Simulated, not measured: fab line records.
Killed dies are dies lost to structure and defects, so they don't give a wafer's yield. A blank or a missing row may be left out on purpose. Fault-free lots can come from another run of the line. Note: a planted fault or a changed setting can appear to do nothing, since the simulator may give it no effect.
What tool caused it? / flow gf180mcu / 39 wafers from 13 lots sampled at 4 of the route's 602 steps

== WHAT EACH GAUGE READ, for each wafer ==
GF_V3_BOW_MEAS_05. Usual: V3_BOW 115 um, standard deviation 7.9.
lot=L767; measured=day 22 04:01; on=filmMetro-01; V3_BOW (um)=115 117 115; flag=
lot=L768; measured=day 22 20:59; on=filmMetro-01; V3_BOW (um)=114 125 115; flag=
lot=L770; measured=day 23 10:46; on=filmMetro-04; V3_BOW (um)=109 100 102; flag=
lot=L771; measured=day 23 14:32; on=filmMetro-01; V3_BOW (um)=119 118 113; flag=
lot=L772; measured=day 24 08:21; on=filmMetro-04; V3_BOW (um)=112 123 120; flag=
lot=L773; measured=day 24 15:16; on=filmMetro-01; V3_BOW (um)=117 124 123; flag=
lot=L774; measured=day 24 23:02; on=filmMetro-01; V3_BOW (um)=106 105 110; flag=
lot=L780; measured=day 26 15:17; on=filmMetro-02; V3_BOW (um)=105 118 101; flag=
lot=L781; measured=day 27 03:14; on=filmMetro-04; V3_BOW (um)=120 108 117; flag=
lot=L784; measured=day 27 23:53; on=filmMetro-01; V3_BOW (um)=118 117 114; flag=
lot=L785; measured=day 28 03:04; on=filmMetro-02; V3_BOW (um)=108 111 108; flag=
lot=L786; measured=day 28 14:55; on=filmMetro-04; V3_BOW (um)=123 118 128; flag=
lot=L789; measured=day 29 15:46; on=filmMetro-04; V3_BOW (um)=122 111 110; flag=

GF_V3_RS_MEAS_24: uses a four-point probe to measure. Usual: V3_W_RS 0.326 ohm/sq, standard deviation 0.0042.
lot=L767; measured=day 23 04:09; on=filmMetro-02; V3_W_RS (ohm/sq)=0.326 0.317 0.326; flag=
lot=L768; measured=day 23 20:52; on=filmMetro-01; V3_W_RS (ohm/sq)=0.326 0.328 0.335; flag=
lot=L770; measured=day 24 10:52; on=filmMetro-02; V3_W_RS (ohm/sq)=0.323 0.331 0.324; flag=
lot=L771; measured=day 24 14:44; on=filmMetro-01; V3_W_RS (ohm/sq)=0.328 0.334 0.329; flag=
lot=L772; measured=day 25 07:42; on=filmMetro-04; V3_W_RS (ohm/sq)=0.331 0.335 0.333; flag=
lot=L773; measured=day 25 14:38; on=filmMetro-04; V3_W_RS (ohm/sq)=0.326 0.323 0.332; flag=
lot=L774; measured=day 25 22:18; on=filmMetro-04; V3_W_RS (ohm/sq)=0.334 0.324 0.327; flag=
lot=L780; measured=day 27 13:37; on=filmMetro-04; V3_W_RS (ohm/sq)=0.167 0.169 0.170 0.167 0.169 0.169; flag=OFF
lot=L781; measured=day 28 00:48; on=filmMetro-04; V3_W_RS (ohm/sq)=0.168 0.170 0.168 0.168 0.170 0.167; flag=OFF
lot=L784; measured=day 28 22:22; on=filmMetro-02; V3_W_RS (ohm/sq)=0.326 0.330 0.328; flag=
lot=L785; measured=day 29 01:02; on=filmMetro-04; V3_W_RS (ohm/sq)=0.328 0.325 0.327; flag=
lot=L786; measured=day 29 12:14; on=filmMetro-04; V3_W_RS (ohm/sq)=0.326 0.330 0.324; flag=
lot=L789; measured=day 30 11:34; on=filmMetro-02; V3_W_RS (ohm/sq)=0.324 0.325 0.328; flag=

== WHICH TOOL RAN EACH LOT (tool, then ch and the chambers of the sampled wafers, then the start) ==
lot=L767; GF_M3_SPUTTER_04=pvdSputter-02, day 21 02:41; GF_V3_CVD_23=cvdW-01 ch 0,1, day 23 04:02
lot=L768; GF_M3_SPUTTER_04=pvdSputter-01, day 21 20:12; GF_V3_CVD_23=cvdW-02 ch 0,1, day 23 20:46
lot=L770; GF_M3_SPUTTER_04=pvdSputter-04, day 22 10:22; GF_V3_CVD_23=cvdW-01 ch 0, day 24 10:41
lot=L771; GF_M3_SPUTTER_04=pvdSputter-02, day 22 13:47; GF_V3_CVD_23=cvdW-02 ch 0,1, day 24 14:36
lot=L772; GF_M3_SPUTTER_04=pvdSputter-01, day 23 07:57; GF_V3_CVD_23=cvdW-02 ch 0, day 25 07:34
lot=L773; GF_M3_SPUTTER_04=pvdSputter-01, day 23 15:04; GF_V3_CVD_23=cvdW-01 ch 0,1, day 25 14:31
lot=L774; GF_M3_SPUTTER_04=pvdSputter-02, day 23 22:59; GF_V3_CVD_23=cvdW-02 ch 0,1, day 25 22:11
lot=L780; GF_M3_SPUTTER_04=pvdSputter-04, day 25 15:37; GF_V3_CVD_23=cvdW-02 ch 0,1, day 27 13:30
lot=L781; GF_M3_SPUTTER_04=pvdSputter-02, day 26 03:38; GF_V3_CVD_23=cvdW-02 ch 0,1, day 28 00:40
lot=L784; GF_M3_SPUTTER_04=pvdSputter-02, day 27 01:35; GF_V3_CVD_23=cvdW-01 ch 0,1, day 28 22:16
lot=L785; GF_M3_SPUTTER_04=pvdSputter-04, day 27 05:08; GF_V3_CVD_23=cvdW-01 ch 1, day 29 00:49
lot=L786; GF_M3_SPUTTER_04=pvdSputter-02, day 27 16:17; GF_V3_CVD_23=cvdW-01 ch 0,1, day 29 12:07
lot=L789; GF_M3_SPUTTER_04=pvdSputter-02, day 28 18:59; GF_V3_CVD_23=cvdW-01 ch 0,1, day 30 11:26
- GF_M3_SPUTTER_04: material TiN, target thk 50 nm, time 41.7 s.
- GF_V3_CVD_23: deposits W, target thk 350 nm, time 104.9 s.

== AS READ BY THE TOOLS THEMSELVES (means over the sampled wafers that have a number; for cases with no such wafer, the mark the record gives instead) ==
GF_M3_SPUTTER_04. Usual: chamberPressurePa 0.4001 Pa, standard deviation 0.00084; throttleValvePct 30.2 %, standard deviation 1.1.
lot=L767; tool=pvdSputter-02; chamberPressurePa (Pa)=0.3998; throttleValvePct (%)=30.2; flag=
lot=L768; tool=pvdSputter-01; chamberPressurePa (Pa)=0.4010; throttleValvePct (%)=30.9; flag=
lot=L770; tool=pvdSputter-04; chamberPressurePa (Pa)=0.3993; throttleValvePct (%)=29.9; flag=
lot=L771; tool=pvdSputter-02; chamberPressurePa (Pa)=0.3996; throttleValvePct (%)=30.7; flag=
lot=L772; tool=pvdSputter-01; chamberPressurePa (Pa)=0.4004; throttleValvePct (%)=30.3; flag=
lot=L773; tool=pvdSputter-01; chamberPressurePa (Pa)=0.3999; throttleValvePct (%)=30.3; flag=
lot=L774; tool=pvdSputter-02; chamberPressurePa (Pa)=0.3996; throttleValvePct (%)=30.6; flag=
lot=L780; tool=pvdSputter-04; chamberPressurePa (Pa)=0.4004; throttleValvePct (%)=29.4; flag=
lot=L781; tool=pvdSputter-02; chamberPressurePa (Pa)=0.4002; throttleValvePct (%)=29.9; flag=
lot=L784; tool=pvdSputter-02; chamberPressurePa (Pa)=0.4002; throttleValvePct (%)=30.6; flag=
lot=L785; tool=pvdSputter-04; chamberPressurePa (Pa)=0.3995; throttleValvePct (%)=28.8; flag=
lot=L786; tool=pvdSputter-02; chamberPressurePa (Pa)=0.4004; throttleValvePct (%)=30.7; flag=
lot=L789; tool=pvdSputter-02; chamberPressurePa (Pa)=0.3989; throttleValvePct (%)=30.1; flag=

GF_V3_CVD_23. Usual: heaterPowerW at 897 W, with a standard deviation of 38.
lot=L767; tool=cvdW-01; heaterPowerW (W)=893; flag=
lot=L768; tool=cvdW-02; heaterPowerW (W)=865; flag=
lot=L770; tool=cvdW-01; heaterPowerW (W)=860; flag=
lot=L771; tool=cvdW-02; heaterPowerW (W)=864; flag=
lot=L772; tool=cvdW-02; heaterPowerW (W)=892; flag=
lot=L773; tool=cvdW-01; heaterPowerW (W)=898; flag=
lot=L774; tool=cvdW-02; heaterPowerW (W)=869; flag=
lot=L780; tool=cvdW-02; heaterPowerW (W)=882; flag=
lot=L781; tool=cvdW-02; heaterPowerW (W)=877; flag=
lot=L784; tool=cvdW-01; heaterPowerW (W)=931; flag=
lot=L785; tool=cvdW-01; heaterPowerW (W)=954; flag=
lot=L786; tool=cvdW-01; heaterPowerW (W)=935; flag=
lot=L789; tool=cvdW-01; heaterPowerW (W)=932; flag=

== THE ANSWER, worked out from the rows above alone ==
Rule: lot off if the mean of its wafers having a number is beyond 3 standard deviations from the usual mean. A lot without any number at a reading at which 4 lots or more have one is off too. All remaining lots with rows at the step are treated as sound. Order of review: gauges by route order, followed by the tools' own readings, for which a lot's mean as printed above is used. At the first step where some lot is off, the reading lying furthest off is the one used; lots without a number count as furthest.
Off: L780, L781, at GF_V3_RS_MEAS_24 (V3_W_RS).
A tool fits if, at a process step before that reading, it ran every lot that is off, and no sound lot after the first of them. Those tools and the gauges at GF_V3_RS_MEAS_24 are tried in the same way. One fits: cvdW-02 at GF_V3_CVD_23. A fault onset in the window from L774 (day 25 22:11, its last sound lot) to L780 (day 27 13:30, its first lot off) fits.

== WHAT WAS PUT IN BY THE SIMULATOR ==
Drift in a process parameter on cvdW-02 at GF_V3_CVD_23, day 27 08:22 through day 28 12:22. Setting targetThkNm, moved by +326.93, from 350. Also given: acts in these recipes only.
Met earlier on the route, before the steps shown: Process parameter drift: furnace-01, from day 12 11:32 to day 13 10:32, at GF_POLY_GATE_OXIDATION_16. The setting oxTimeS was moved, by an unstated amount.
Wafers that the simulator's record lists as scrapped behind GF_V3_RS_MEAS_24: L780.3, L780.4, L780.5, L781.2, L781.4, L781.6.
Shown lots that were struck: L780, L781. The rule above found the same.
